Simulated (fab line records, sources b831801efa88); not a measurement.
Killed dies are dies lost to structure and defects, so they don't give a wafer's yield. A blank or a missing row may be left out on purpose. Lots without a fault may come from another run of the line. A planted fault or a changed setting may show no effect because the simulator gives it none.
fab line records | flow sky130
record lots=6 wafers=18 last_day=50
route steps=708 shown VT_ADJUST_LVTN@104 VT_ADJUST_NCORE@119 PAD_OPEN@708
lots that met no fault: from a run of the same line without faults
start_h: hours from the record's first day to the start of the lot's first wafer shown | wait_h: hours since the lot's step before | " the same as in the row above | L1.1+2: a row that stands for several wafers | - no value, or no start given | * or withheld: withheld | < > ~ a bound
route shown NAME@n: a module of which the file shows steps, and the number in the route of the first | usual: mean/standard deviation of fault-free wafers | same: alike in all rows | chamber/n: place in a boat | sites: the reading at each site | _std_site: their standard deviation | _edge_site: outer sites' mean less inner sites' | radius_mm: how far each site lies from the wafer's centre | mask NAME#n: copy n | behind: the tool/chamber that last shaped the wafer | hold: why the lot was held/for how many hours/how that ended | device: the transistor (n, p or np) that didn't switch | end of line: the same wafers' tests at the end of the route | a step without rows: its recipe alone | killed: dies lost to structure and defects at the first sort, not the wafer's yield | map: a wafer's dies, x killed, . not, _ none there
set.NAME: the setting as run; set.NAME@STEP: as run at that earlier step | model.NAME: the simulator's own value behind a step, which no gauge read
lots at some steps of the route; a table a step, a row a wafer
services: from which hour (start_h, from the record's first day; less than 0 if before it) a tool's chamber was out of use, for how many hours, and why
## steps
# step SKY_VT_ADJUST_LVTN_OVL_MEAS_07
# usual VT_ADJUST_LVTN_OVL=-0.9/1.6
# columns lot.wafer tool chamber start_h wait_h VT_ADJUST_LVTN_OVL[nm]
L170.2 overlay-02 - 161.47 - -0.7
L170.4 " - " " -1.6
L170.6 " - " " -2.1
L175.1 overlay-01 - 196.09 - 0.1
L175.3 " - " " -2.1
L175.5 " - " " -2.2
L178.1 overlay-01 - 216.71 - 0.1
L178.5 " - " " -2.3
L178.6 " - " " -0.5
L180.2 overlay-02 - 225.62 - -1.6
L180.3 " - " " 0.1
L180.5 " - " " -0.7
L181.2 overlay-01 - 230.77 - -2.2
L181.5 " - " " -1.1
L181.6 " - " " -3.2
L188.2 overlay-02 - 277.92 - -3.0
L188.3 " - " " -0.8
L188.6 " - " " -1.2
# step SKY_VT_ADJUST_LVTN_IMPLANT_08
# recipe species=B energy_kev=30 dose_cm2=1.57e+12 tilt_deg=withheld
# step SKY_VT_ADJUST_LVTN_STRIP_09
# recipe chemistry=O2/N2 power_w=1400 pressure_mtorr=1500 platen_temp_c=withheld o2_flow_sccm=3000 n2_flow_sccm=300 overash_fraction=0.5
# usual chamber_pressure_mTorr=1500.1/1.4 drypump_motor_current_A=5.9/0.52 oes_product_au=0.722/0.0042 strip_time_to_endpoint_s=36.93/0.1
# same overash_fraction=0.5
# columns lot.wafer tool chamber start_h wait_h chamber_pressure_mTorr drypump_motor_current_A oes_product_au rf_hours_counter_h strip_time_to_endpoint_s
L170.2 plasma_asher-04 0 161.65 0.1 1499.2 6.4 0.718 4 36.92
L170.4 " 0 " " 1501.6 6.3 0.721 - 37.03
L170.6 " 0 " " 1497.7 6.4 0.729 - 37.00
L175.1 plasma_asher-02 0 196.27 0.1 1500.0 5.8 0.725 50 36.99
L175.3 " 0 " " 1500.5 5.8 0.724 - 37.08
L175.5 " 1 " " 1500.1 6.4 0.725 - 36.98
L178.1 plasma_asher-02 0 216.90 0.1 1498.8 5.8 0.717 52 36.89
L178.5 " 1 " " 1500.7 6.4 0.729 - 36.95
L178.6 " 0 " " 1499.2 5.8 0.724 - 36.98
L180.2 plasma_asher-02 0 225.80 0.1 1498.0 5.8 0.723 53 37.00
L180.3 " 0 " " 1500.8 5.8 0.714 - 37.00
L180.5 " 0 " " 1500.9 5.8 0.725 - 36.93
L181.2 plasma_asher-04 0 230.95 0.1 1499.1 6.4 0.719 11 36.92
L181.5 " 0 " " 1500.2 6.4 0.727 - 36.80
L181.6 " 1 " " 1500.2 4.9 0.725 - 36.77
L188.2 plasma_asher-02 1 278.10 0.1 1502.9 6.4 0.726 58 36.91
L188.3 " 0 " " 1499.2 5.8 0.725 - 37.00
L188.6 " 0 " " 1503.7 5.8 0.715 - 36.98
# step SKY_VT_ADJUST_LVTN_TW_MEAS_10
# usual VT_ADJUST_LVTN_TW=242.1/1.7
# columns lot.wafer tool chamber start_h wait_h VT_ADJUST_LVTN_TW
L170.2 film_metro-02 - 161.76 0.1 242.2
L170.4 " - " " 243.0
L170.6 " - " " 242.8
L175.1 film_metro-02 - 196.37 0.1 242.8
L175.3 " - " " 243.3
L175.5 " - " " 241.6
L178.1 film_metro-02 - 217.00 0.1 242.7
L178.5 " - " " 243.3
L178.6 " - " " 244.2
L180.2 film_metro-02 - 225.91 0.1 242.5
L180.3 " - " " 243.2
L180.5 " - " " 243.3
L181.2 film_metro-04 - 231.06 0.1 240.9
L181.5 " - " " 240.9
L181.6 " - " " 240.2
L188.2 film_metro-03 - 278.21 0.1 243.1
L188.3 " - " " 243.6
L188.6 " - " " 244.2
# step SKY_VT_ADJUST_LVTN_DEHYDRATE_11
# recipe temp_c=200 time_s=60
# step SKY_VT_ADJUST_LVTN_HMDS_12
# recipe prime_time_s=61.03 prime_temp_c=120
# step SKY_VT_ADJUST_LVTN_COAT_13
# recipe resist=NOVOLAK spin_rpm=3000 resist_thk_nm=1140
# step SKY_VT_ADJUST_LVTN_SOFTBAKE_14
# recipe temp_c=90 time_s=60 resist=NOVOLAK
# step SKY_VT_ADJUST_LVTN_EXPOSE_15
# recipe mask_id=HVN_STD_DERIVED na=0.6 source_shape=conventional sigma_outer=0.6 polarization=unpolarized target_cd_nm=600 dose_mj=163
# step SKY_VT_ADJUST_LVTN_PEB_16
# recipe temp_c=withheld time_s=* resist=NOVOLAK
# step SKY_VT_ADJUST_LVTN_DEVELOP_17
# recipe resist=NOVOLAK developer=TMAH develop_time_s=60 dev_temp_c=23
# step SKY_VT_ADJUST_LVTN_OVL_MEAS_18
# usual VT_ADJUST_LVTN_01_OVL=-0.4/1.3
# columns lot.wafer tool chamber start_h wait_h VT_ADJUST_LVTN_01_OVL[nm]
L170.2 overlay-02 - 181.84 0.1 -2.6
L170.4 " - " " -1.7
L170.6 " - " " -1.5
L175.1 overlay-02 - 216.69 0.1 -0.7
L175.3 " - " " -0.9
L175.5 " - " " -2.4
L178.1 overlay-02 - 238.59 0.1 -2.0
L178.5 " - " " -0.9
L178.6 " - " " -0.9
L180.2 overlay-02 - 248.07 0.1 -1.3
L180.3 " - " " 1.2
L180.5 " - " " 1.0
L181.2 overlay-02 - 254.37 0.1 0.5
L181.5 " - " " -2.8
L181.6 " - " " -0.7
L188.2 overlay-02 - 302.87 0.1 -3.2
L188.3 " - " " -4.3
L188.6 " - " " 0.0
# step SKY_VT_ADJUST_LVTN_IMPLANT_19
# recipe species=B energy_kev=30 dose_cm2=6.5e+11 tilt_deg=withheld
# usual dose_ions_cm2=6.5e+11/7.3e+08 faraday_current_uA=3.67/0.074
# columns lot.wafer tool chamber start_h wait_h dose_ions_cm2 faraday_current_uA
L170.2 implanter-01 0 181.90 0.0 6.494e+11 3.71
L170.4 " 0 " " 6.5e+11 3.69
L170.6 " 0 " " 6.508e+11 3.79
L175.1 implanter-02 0 216.72 0.0 6.5e+11 3.88
L175.3 " 0 " " 6.513e+11 3.57
L175.5 " 0 " " 6.503e+11 3.63
L178.1 implanter-01 0 238.62 0.0 8.836e+11 5.08
L178.5 " 0 " " 8.838e+11 4.98
L178.6 " 0 " " 8.83e+11 5.08
L180.2 implanter-01 0 248.12 0.0 8.832e+11 4.77
L180.3 " 0 " " 8.835e+11 5.08
L180.5 " 0 " " 8.823e+11 5.07
L181.2 implanter-02 0 254.42 0.0 6.492e+11 3.66
L181.5 " 0 " " 6.487e+11 3.72
L181.6 " 0 " " 6.498e+11 3.64
L188.2 implanter-04 0 302.92 0.0 6.509e+11 3.61
L188.3 " 0 " " 6.492e+11 3.71
L188.6 " 0 " " 6.504e+11 3.73
# step SKY_VT_ADJUST_LVTN_STRIP_20
# recipe chemistry=O2/N2 power_w=1400 pressure_mtorr=1500 platen_temp_c=withheld o2_flow_sccm=3000 n2_flow_sccm=300 overash_fraction=0.5
# usual chamber_pressure_mTorr=1499.9/1.2 drypump_motor_current_A=5.9/0.46 oes_product_au=0.716/0.0051 strip_time_to_endpoint_s=14.19/0.052
# same overash_fraction=0.5
# columns lot.wafer tool chamber start_h wait_h chamber_pressure_mTorr drypump_motor_current_A oes_product_au rf_hours_counter_h strip_time_to_endpoint_s
L170.2 plasma_asher-03 0 182.02 0.1 1499.1 6.0 0.705 38 14.20
L170.4 " 1 " " 1501.6 6.0 0.723 - 14.18
L170.6 " 0 " " 1498.0 6.0 0.714 - 14.16
L175.1 plasma_asher-03 0 216.87 0.1 1498.9 6.0 0.723 41 14.31
L175.3 " 0 " " 1500.7 6.0 0.712 - 14.25
L175.5 " 1 " " 1499.6 6.0 0.709 - 14.28
L178.1 plasma_asher-03 0 238.77 0.1 1499.5 6.0 0.721 44 14.16
L178.5 " 0 " " 1500.4 6.0 0.705 - 14.18
L178.6 " 1 " " 1500.0 6.0 0.717 - 14.23
L180.2 plasma_asher-02 0 248.25 0.1 1499.4 5.8 0.719 55 14.16
L180.3 " 0 " " 1499.4 5.8 0.714 - 14.16
L180.5 " 1 " " 1501.5 6.5 0.721 - 14.16
L181.2 plasma_asher-03 0 254.55 0.1 1500.7 6.0 0.717 45 14.20
L181.5 " 0 " " 1499.1 6.0 0.716 - 14.19
L181.6 " 1 " " 1498.7 6.0 0.708 - 14.19
L188.2 plasma_asher-02 1 303.05 0.1 1499.2 6.4 0.719 61 14.15
L188.3 " 1 " " 1502.2 6.4 0.721 - 14.16
L188.6 " 1 " " 1499.1 6.5 0.719 - 14.17
# step SKY_VT_ADJUST_LVTN_TW_MEAS_21
# usual VT_ADJUST_LVTN_2_TW=188.2/1.3
# columns lot.wafer tool chamber start_h wait_h VT_ADJUST_LVTN_2_TW
L170.2 film_metro-02 - 182.13 0.1 189.6
L170.4 " - " " 190.0
L170.6 " - " " 189.0
L175.1 film_metro-03 - 216.97 0.1 187.2
L175.3 " - " " 187.7
L175.5 " - " " 187.1
L178.1 film_metro-03 - 238.87 0.1 204.0
L178.5 " - " " 203.6
L178.6 " - " " 203.2
L180.2 film_metro-03 - 248.36 0.1 205.3
L180.3 " - " " 205.4
L180.5 " - " " 205.0
L181.2 film_metro-04 - 254.66 0.1 187.5
L181.5 " - " " 187.7
L181.6 " - " " 187.6
L188.2 film_metro-04 - 303.16 0.1 186.7
L188.3 " - " " 186.9
L188.6 " - " " 186.4
# step SKY_VT_ADJUST_NCORE_DEHYDRATE_00
# recipe temp_c=200 time_s=60
# step SKY_PAD_OPEN_PROBE_99
# usual killed_at_M0_to_M3=42/7.6 killed_at_M4_up=3.4/2 killed_at_contacts=24/5.9 killed_at_front_end=16/4.5 killed_at_other=0.4/0.58 killed_dies=86/10 killed_open=47/7.6 killed_short=39/6.7
# same gross_dies=492 killed_at_back_side=0
# columns lot.wafer tool chamber start_h wait_h killed_at_M0_to_M3 killed_at_M4_up killed_at_contacts killed_at_front_end killed_at_other killed_dies killed_open killed_short model.etest.res_pwell_under_gate.rs_ohm_sq model.etest.nfet_g5v0d10v5.body_rise_v model.etest.nfet_16v.body_rise_v model.etest.nfet_g5v0d10v5.vt_sat_v model.etest.nfet_g5v0d10v5.vt_v model.etest.nfet_16v.vt_v model.etest.nfet_g5v0d10v5.vt_long_v
L170.2 prober-02 - 1096.83 0.1 41 2 30 19 1 93 46 46 2273 0.6738 0.6712 0.7664 0.8254 0.7793 0.8237
L170.4 prober-02 - 1096.93 0.2 46 3 26 12 0 87 51 34 2289 0.6701 0.6667 0.764 0.822 0.7654 0.8094
L170.6 prober-02 - 1097.03 0.2 41 8 31 24 1 105 54 47 2291 0.673 0.6696 0.7732 0.8329 0.7786 0.8233
L175.1 prober-02 - 1130.08 0.1 64 0 21 18 1 104 55 49 2261 0.6553 0.6537 0.7683 0.821 0.7557 0.8016
L175.3 prober-02 - 1130.18 0.2 39 4 31 17 1 92 55 36 2282 0.6682 0.6661 0.7746 0.828 0.7729 0.8151
L175.5 prober-02 - 1130.28 0.2 34 4 21 6 2 67 38 27 2249 0.6656 0.6628 0.7672 0.8237 0.7654 0.8053
L178.1 prober-02 - 1142.85 0.2 37 3 37 11 0 88 47 41 2237 0.7025 0.6982 0.8054 0.8575 0.8002 0.8417
L178.5 prober-02 - 1143.05 0.3 39 8 29 20 0 96 57 39 2239 0.6976 0.6933 0.8006 0.8523 0.7944 0.8406
L178.6 prober-02 - 1143.10 0.4 51 1 26 17 0 95 52 43 2238 0.7089 0.7054 0.8088 0.861 0.8025 0.8443
L180.2 prober-02 - 1151.03 0.1 47 4 24 13 0 88 38 50 2229 0.6953 0.6924 0.7785 0.8325 0.7715 0.8165
L180.3 prober-02 - 1151.08 0.2 35 9 25 17 0 86 47 39 2222 0.6861 0.6849 0.78 0.8341 0.7714 0.8173
L180.5 prober-02 - 1151.18 0.2 37 6 29 18 0 90 54 36 2216 0.6825 0.679 0.783 0.8291 0.7658 0.8105
L181.2 prober-02 - 1160.31 0.1 49 4 20 14 0 87 53 34 2291 0.665 0.6621 0.7509 0.8079 0.7518 0.7981
L181.5 prober-02 - 1160.46 0.2 38 3 16 15 0 72 32 40 2289 0.6705 0.668 0.7624 0.8197 0.759 0.8045
L181.6 prober-02 - 1160.51 0.2 34 3 15 23 1 76 47 28 2278 0.6621 0.6627 0.7607 0.8185 0.7587 0.8002
L188.2 prober-02 - 1193.63 0.1 48 0 28 12 0 88 47 41 2293 0.6818 0.6775 0.7659 0.826 0.7678 0.8126
L188.3 prober-02 - 1193.68 0.2 51 5 17 16 0 89 44 45 2300 0.6758 0.6748 0.7683 0.8263 0.766 0.8123
L188.6 prober-02 - 1193.83 0.2 40 5 22 22 0 89 49 40 2280 0.6684 0.6674 0.7612 0.8207 0.7623 0.8065
# killed by level:class
L170.2 LI_CONTACT:geometric_particle:open=12 VIA3:geometric_particle:open=9 VIA1:geometric_particle:open=8 METAL2:geometric_particle:short=6 LOCAL_INTERCONNECT:geometric_particle:short=6 POLY_GATE:geometric_particle:short=5 LI_CONTACT:geometric_particle:short=5 CONTACT:geometric_particle:open=5
L170.4 CONTACT:geometric_particle:open=11 VIA1:geometric_particle:open=10 VIA3:geometric_particle:open=8 VIA2:geometric_particle:open=6 LI_CONTACT:geometric_particle:open=5 CONTACT:geometric_particle:short=5 VIA3:geometric_particle:short=5 FIELD_ISO:geometric_particle:open=4
L170.6 CONTACT:geometric_particle:open=11 VIA1:geometric_particle:open=11 VIA3:geometric_particle:open=9 FIELD_ISO:geometric_particle:short=7 LOCAL_INTERCONNECT:geometric_particle:short=6 POLY_GATE:geometric_particle:short=5 POLY_GATE:geometric_particle:open=5 LI_CONTACT:geometric_particle:open=5
L175.1 VIA1:geometric_particle:open=15 METAL2:geometric_particle:short=8 VIA3:geometric_particle:open=8 LI_CONTACT:geometric_particle:open=7 CONTACT:geometric_particle:open=7 VIA2:geometric_particle:open=7 FIELD_ISO:geometric_particle:short=6 VIA3:geometric_particle:short=6
L175.3 CONTACT:geometric_particle:open=16 VIA1:geometric_particle:open=11 VIA3:geometric_particle:open=8 POLY_GATE:geometric_particle:open=6 LOCAL_INTERCONNECT:geometric_particle:short=5 CONTACT:geometric_particle:short=5 VIA2:geometric_particle:open=5 FIELD_ISO:geometric_particle:short=4
L175.5 VIA1:geometric_particle:open=9 LI_CONTACT:geometric_particle:open=7 CONTACT:geometric_particle:open=7 VIA2:geometric_particle:open=6 METAL2:geometric_particle:short=4 VIA1:geometric_particle:short=3 CONTACT:geometric_particle:short=3 METAL4:geometric_particle:short=3
L178.1 CONTACT:geometric_particle:open=13 LI_CONTACT:geometric_particle:open=11 METAL2:geometric_particle:short=8 VIA1:geometric_particle:short=6 VIA2:geometric_particle:open=5 VIA3:geometric_particle:open=5 FIELD_ISO:geometric_particle:short=4 VIA1:geometric_particle:open=4
L178.5 CONTACT:geometric_particle:open=14 VIA1:geometric_particle:open=10 METAL1:geometric_particle:short=8 LI_CONTACT:geometric_particle:open=6 VIA2:geometric_particle:open=6 POLY_GATE:geometric_particle:short=5 POLY_GATE:geometric_particle:open=5 VIA3:geometric_particle:open=5
L178.6 VIA1:geometric_particle:open=13 LI_CONTACT:geometric_particle:open=12 CONTACT:geometric_particle:open=6 CONTACT:geometric_particle:short=6 VIA1:geometric_particle:short=6 METAL2:geometric_particle:short=6 FIELD_ISO:geometric_particle:short=5 VIA3:geometric_particle:short=5
L180.2 VIA2:geometric_particle:open=9 VIA1:geometric_particle:open=9 VIA1:geometric_particle:short=8 METAL2:geometric_particle:short=8 LOCAL_INTERCONNECT:geometric_particle:short=7 LI_CONTACT:geometric_particle:open=6 FIELD_ISO:geometric_particle:short=5 METAL1:geometric_particle:short=5
L180.3 CONTACT:geometric_particle:open=12 VIA1:geometric_particle:open=9 VIA3:geometric_particle:open=7 POLY_GATE:geometric_particle:short=6 LI_CONTACT:geometric_particle:open=6 METAL4:geometric_particle:short=6 FIELD_ISO:geometric_particle:open=4 METAL2:geometric_particle:short=4
L180.5 CONTACT:geometric_particle:open=14 VIA1:geometric_particle:open=10 VIA2:geometric_particle:open=9 CONTACT:geometric_particle:short=7 VIA3:geometric_particle:open=6 POLY_GATE:geometric_particle:short=4 VIA1:geometric_particle:short=4 METAL4:geometric_particle:short=4
L181.2 VIA1:geometric_particle:open=13 VIA3:geometric_particle:open=11 CONTACT:geometric_particle:open=9 LI_CONTACT:geometric_particle:open=5 VIA1:geometric_particle:short=5 VIA2:geometric_particle:open=5 METAL3:geometric_particle:short=4 VIA3:geometric_particle:short=4
L181.5 VIA1:geometric_particle:open=12 METAL1:geometric_particle:short=7 LOCAL_INTERCONNECT:geometric_particle:short=5 VIA2:geometric_particle:open=5 POLY_GATE:geometric_particle:short=4 CONTACT:geometric_particle:short=4 VIA1:geometric_particle:short=4 FIELD_ISO:geometric_particle:open=3
L181.6 VIA1:geometric_particle:open=8 FIELD_ISO:geometric_particle:short=8 CONTACT:geometric_particle:open=7 FIELD_ISO:geometric_particle:open=6 LI_CONTACT:geometric_particle:open=6 VIA2:geometric_particle:open=6 METAL1:geometric_particle:short=5 POLY_GATE:geometric_particle:open=3
L188.2 LI_CONTACT:geometric_particle:open=12 VIA1:geometric_particle:open=11 METAL1:geometric_particle:short=11 VIA3:geometric_particle:open=8 LOCAL_INTERCONNECT:geometric_particle:short=5 VIA1:geometric_particle:short=5 FIELD_ISO:geometric_particle:open=4 POLY_GATE:geometric_particle:short=4
L188.3 CONTACT:geometric_particle:open=11 VIA1:geometric_particle:open=10 VIA3:geometric_particle:open=9 FIELD_ISO:geometric_particle:short=7 METAL1:geometric_particle:short=7 METAL2:geometric_particle:short=7 VIA1:geometric_particle:short=4 VIA3:geometric_particle:short=4
L188.6 VIA1:geometric_particle:open=11 LI_CONTACT:geometric_particle:open=10 METAL1:geometric_particle:short=9 FIELD_ISO:geometric_particle:short=7 VIA3:geometric_particle:open=7 CONTACT:geometric_particle:open=6 METAL2:geometric_particle:short=6 POLY_GATE:geometric_particle:open=5
## services
# columns tool chamber start_h hours kind
plasma_asher-02 - 139.60 2.8 repair
implanter-02 - 153.52 4.0 repair
plasma_asher-02 - 167.38 2.8 pm
implanter-04 - 179.29 4.0 pm
plasma_asher-04 - 189.91 2.8 pm
implanter-02 - 247.04 3.5 pm
implanter-04 - 250.49 4.2 repair
implanter-01 - 258.48 5.4 repair
plasma_asher-03 - 262.71 1.7 repair
implanter-04 - 265.11 3.8 pm
plasma_asher-03 - 284.07 2.2 repair
plasma_asher-04 - 302.79 4.4 repair
## key
first_sign step=SKY_VT_ADJUST_LVTN_IMPLANT_19 reading=dose_ions_cm2 direction=up sigmas=99+ usual=* struck=*
effect step=SKY_VT_ADJUST_LVTN_IMPLANT_19 reading=faraday_current_uA direction=up sigmas=18 usual=3.67 struck=5.01
effect step=SKY_VT_ADJUST_LVTN_TW_MEAS_21 reading=VT_ADJUST_LVTN_2_TW direction=up sigmas=12 usual=188.2 struck=204.4
model_effect step=SKY_PAD_OPEN_PROBE_99 value=etest.res_pwell_under_gate.rs_ohm_sq without=2272 struck=2230
met_at SKY_VT_ADJUST_LVTN_IMPLANT_19
struck_wafers L178.1,L178.5,L178.6,L180.2,L180.3,L180.5
tester_left_out L178,L180
onset_between 181.90 238.62
fault kind=process_parameter_drift tool=implanter-01 chamber=- onset_h=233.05 steps=SKY_VT_ADJUST_LVTN_IMPLANT_19 channel=dose_cm2 offset=* shape=step end_h=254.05 acts_in=* stated=*
# tester_left_out: of these lots the tester's yield and bins aren't shown, on N5 and GAA mostly nor the transistor test; their killed dies are dies lost to structure and defects alone, not to doping, threshold or leakage, so they don't give the yield
